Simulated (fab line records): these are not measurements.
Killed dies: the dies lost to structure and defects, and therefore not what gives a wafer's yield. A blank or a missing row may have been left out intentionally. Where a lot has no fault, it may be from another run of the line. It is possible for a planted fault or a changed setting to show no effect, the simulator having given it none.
What tool caused it? :: flow sky130 :: Sampling: 12 lots, 36 wafers, 4 of 708 route steps

== WHAT THE GAUGES READ, wafer by wafer ==
SKY_POLY_GATE_THK_MEAS_21. Usual: POLY_GATE_OXIDATION_THK 4.00 nm, standard deviation 0.11.
lot: L343
measured: day 18 14:36
on: film_metro-04
POLY_GATE_OXIDATION_THK (nm): 4.05 4.02 4.03
flag: 

lot: L344
measured: day 18 14:36
on: film_metro-02
POLY_GATE_OXIDATION_THK (nm): 4.10 4.11 4.12
flag: 

lot: L345
measured: day 18 14:36
on: film_metro-03
POLY_GATE_OXIDATION_THK (nm): 3.95 4.00 4.06
flag: 

lot: L346
measured: day 19 00:47
on: film_metro-04
POLY_GATE_OXIDATION_THK (nm): 3.91 3.95 3.98
flag: 

lot: L349
measured: day 19 05:15
on: film_metro-04
POLY_GATE_OXIDATION_THK (nm): 4.05 4.06 4.10
flag: 

lot: L348
measured: day 19 06:40
on: film_metro-04
POLY_GATE_OXIDATION_THK (nm): 3.97 3.94 3.94
flag: 

lot: L351
measured: day 19 19:47
on: film_metro-03
POLY_GATE_OXIDATION_THK (nm): 3.98 3.96 3.99
flag: 

lot: L352
measured: day 20 08:52
on: film_metro-02
POLY_GATE_OXIDATION_THK (nm): 3.93 3.98 3.91
flag: 

lot: L355
measured: day 21 05:20
on: film_metro-04
POLY_GATE_OXIDATION_THK (nm): 3.86 3.83 3.83
flag: 

lot: L362
measured: day 23 18:56
on: film_metro-02
POLY_GATE_OXIDATION_THK (nm): 4.16 4.21 4.10
flag: 

lot: L363
measured: day 24 10:24
on: film_metro-02
POLY_GATE_OXIDATION_THK (nm): 4.04 4.08 4.11
flag: 

lot: L364
measured: day 24 14:08
on: film_metro-03
POLY_GATE_OXIDATION_THK (nm): 4.09 4.15 4.18
flag: 

SKY_LDD_P_CD_MEAS_07 targets a cd of 380 nm. Usual: cd_nm reads 379.4 nm (standard deviation 2.4).
lot: L343
measured: day 21 05:17
on: cd_sem-02
cd_nm (nm): 376.6 376.0 374.3
flag: 

lot: L344
measured: day 21 05:19
on: cd_sem-01
cd_nm (nm): 379.9 382.7 379.6
flag: 

lot: L345
measured: day 21 06:17
on: cd_sem-01
cd_nm (nm): 379.4 378.8 379.4
flag: 

lot: L346
measured: day 21 15:35
on: cd_sem-02
cd_nm (nm): 382.3 380.4 381.0
flag: 

lot: L349
measured: day 21 19:28
on: cd_sem-01
cd_nm (nm): 379.3 380.2 377.8
flag: 

lot: L348
measured: day 21 20:46
on: cd_sem-02
cd_nm (nm): 383.4 379.2 378.9
flag: 

lot: L351
measured: day 22 09:10
on: cd_sem-02
cd_nm (nm): 379.0 379.8 377.7
flag: 

lot: L352
measured: day 22 22:13
on: cd_sem-01
cd_nm (nm): 380.7 382.8 381.1
flag: 

lot: L355
measured: day 23 18:17
on: cd_sem-01
cd_nm (nm): 375.6 378.7 378.1
flag: 

lot: L362
measured: day 26 05:59
on: cd_sem-02
cd_nm (nm): 378.9 380.1 375.5
flag: 

lot: L363
measured: day 26 20:02
on: cd_sem-01
cd_nm (nm): 378.2 380.5 379.0
flag: 

lot: L364
measured: day 27 00:22
on: cd_sem-01
cd_nm (nm): 377.0 378.7 380.8
flag: 

SKY_LDD_HVP_TW_MEAS_10. Usual: LDD_HVP_TW 452.3, standard deviation 3.
lot: L343
measured: day 23 18:14
on: film_metro-01
LDD_HVP_TW: 450.6 451.6 449.7
flag: 

lot: L344
measured: day 23 18:32
on: film_metro-01
LDD_HVP_TW: 448.7 449.5 449.3
flag: 

lot: L345
measured: day 23 19:32
on: film_metro-01
LDD_HVP_TW: 446.0 446.9 450.6
flag: 

lot: L346
measured: day 24 05:06
on: film_metro-03
LDD_HVP_TW: 457.3 457.3 456.6
flag: 

lot: L349
measured: day 24 06:28
on: film_metro-01
LDD_HVP_TW: 448.4 450.3 450.8
flag: 

lot: L348
measured: day 24 10:00
on: film_metro-02
LDD_HVP_TW: 452.8 454.7 452.5
flag: 

lot: L351
measured: day 24 22:11
on: film_metro-03
LDD_HVP_TW: 459.5 455.1 455.0
flag: 

lot: L352
measured: day 25 09:54
on: film_metro-02
LDD_HVP_TW: 451.9 451.7 450.7
flag: 

lot: L355
measured: day 26 04:44
on: film_metro-03
LDD_HVP_TW: 454.1 454.0 453.3
flag: 

lot: L362
measured: day 28 16:53
on: film_metro-01
LDD_HVP_TW: 453.5 454.4 452.5
flag: 

lot: L363
measured: day 29 05:30
on: film_metro-02
LDD_HVP_TW: 477.1 476.8 478.7
flag: OFF

lot: L364
measured: day 29 09:40
on: film_metro-01
LDD_HVP_TW: 472.7 471.2 472.9
flag: OFF

== EACH LOT AND THE TOOL THAT RAN IT (in order: tool; ch and the chambers of the sampled wafers; start) ==
lot: L343
SKY_LDD_HVP_IMPLANT_08: implanter-03 ch 0, day 23 17:59

lot: L344
SKY_LDD_HVP_IMPLANT_08: implanter-04 ch 0, day 23 18:17

lot: L345
SKY_LDD_HVP_IMPLANT_08: implanter-03 ch 0, day 23 19:17

lot: L346
SKY_LDD_HVP_IMPLANT_08: implanter-03 ch 0, day 24 04:53

lot: L349
SKY_LDD_HVP_IMPLANT_08: implanter-04 ch 0, day 24 06:14

lot: L348
SKY_LDD_HVP_IMPLANT_08: implanter-03 ch 0, day 24 09:47

lot: L351
SKY_LDD_HVP_IMPLANT_08: implanter-04 ch 0, day 24 21:56

lot: L352
SKY_LDD_HVP_IMPLANT_08: implanter-04 ch 0, day 25 09:41

lot: L355
SKY_LDD_HVP_IMPLANT_08: implanter-01 ch 0, day 26 04:29

lot: L362
SKY_LDD_HVP_IMPLANT_08: implanter-04 ch 0, day 28 16:38

lot: L363
SKY_LDD_HVP_IMPLANT_08: implanter-04 ch 0, day 29 05:17

lot: L364
SKY_LDD_HVP_IMPLANT_08: implanter-04 ch 0, day 29 09:25
- SKY_LDD_HVP_IMPLANT_08

== AS READ BY THE TOOLS THEMSELVES (means over the sampled wafers that have a number; for cases with no such wafer, the mark the record gives instead) ==
SKY_LDD_HVP_IMPLANT_08. Usual: beam_on_s 9.98 s, standard deviation 0.19; end_station_pressure_torr 5.09e-06 Torr, standard deviation 2.8e-07; faraday_current_uA 96.0, standard deviation 1.7.
lot: L343
tool: implanter-03
beam_on_s (s): 9.88
end_station_pressure_torr (Torr): 4.97e-06
faraday_current_uA: 97.1
flag: 

lot: L344
tool: implanter-04
beam_on_s (s): 9.98
end_station_pressure_torr (Torr): 5.29e-06
faraday_current_uA: 95.9
flag: 

lot: L345
tool: implanter-03
beam_on_s (s): 9.87
end_station_pressure_torr (Torr): 5.09e-06
faraday_current_uA: 97.0
flag: 

lot: L346
tool: implanter-03
beam_on_s (s): 10.00
end_station_pressure_torr (Torr): 5.10e-06
faraday_current_uA: 95.8
flag: 

lot: L349
tool: implanter-04
beam_on_s (s): 9.82
end_station_pressure_torr (Torr): 4.92e-06
faraday_current_uA: 97.4
flag: 

lot: L348
tool: implanter-03
beam_on_s (s): 9.80
end_station_pressure_torr (Torr): 5.26e-06
faraday_current_uA: 97.6
flag: 

lot: L351
tool: implanter-04
beam_on_s (s): 9.84
end_station_pressure_torr (Torr): 5.11e-06
faraday_current_uA: 97.3
flag: 

lot: L352
tool: implanter-04
beam_on_s (s): 10.09
end_station_pressure_torr (Torr): 5.05e-06
faraday_current_uA: 95.2
flag: 

lot: L355
tool: implanter-01
beam_on_s (s): 9.85
end_station_pressure_torr (Torr): 4.91e-06
faraday_current_uA: 97.3
flag: 

lot: L362
tool: implanter-04
beam_on_s (s): 9.99
end_station_pressure_torr (Torr): 5.13e-06
faraday_current_uA: 95.9
flag: 

lot: L363
tool: implanter-04
beam_on_s (s): 11.57
end_station_pressure_torr (Torr): 8.05e-05
faraday_current_uA: 81.8
flag: OFF

lot: L364
tool: implanter-04
beam_on_s (s): 11.38
end_station_pressure_torr (Torr): 8.07e-05
faraday_current_uA: 83.0
flag: OFF

== THE ANSWER, worked out from the rows above alone ==
Rule: a lot is off if the mean of its wafers that have a number lies more than 3 standard deviations from the usual mean. A lot without any number at a reading at which 4 lots or more have one is off too. All remaining lots with rows at the step are treated as sound. The gauges are gone through in route order, then the tools' own readings, and for those a lot's mean is taken as printed above. The first step at which some lot is off is used, and at that step the reading that is off furthest; a lot without a number counts as furthest.
Off: at SKY_LDD_HVP_TW_MEAS_10 (LDD_HVP_TW), L363, L364.
A tool fits if, at a process step before that reading, it ran every lot that is off, and no sound lot after the first of them. The gauges at SKY_LDD_HVP_TW_MEAS_10 aren't tried: what is off there is off at SKY_LDD_HVP_IMPLANT_08 too, on other tools, and a gauge's error can't cause that. One fits: SKY_LDD_HVP_IMPLANT_08 on implanter-04. Its last sound lot is L362 (day 28 16:38), its first lot that is off L363 (day 29 05:17): a fault that began between those two fits.
The tool's own readings at SKY_LDD_HVP_IMPLANT_08 bear it out: on the lots that are off they differ by more than 5 times the standard deviation of the sound lots' means. beam_on_s reads 11.48 s there against 9.91 s on the sound lots; end_station_pressure_torr reads 8.06e-05 Torr there against 5.08e-06 Torr on the sound lots; faraday_current_uA reads 82.4 there against 96.7 on the sound lots.

== WHAT WAS PUT IN BY THE SIMULATOR ==
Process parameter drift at SKY_LDD_HVP_IMPLANT_08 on implanter-04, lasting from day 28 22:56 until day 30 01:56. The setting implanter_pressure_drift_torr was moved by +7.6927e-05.
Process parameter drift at SKY_LDD_HVP_IMPLANT_08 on implanter-04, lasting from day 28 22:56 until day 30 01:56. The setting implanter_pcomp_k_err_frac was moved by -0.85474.
Struck lots among those shown: L363, L364. This agrees with what the rule above found.
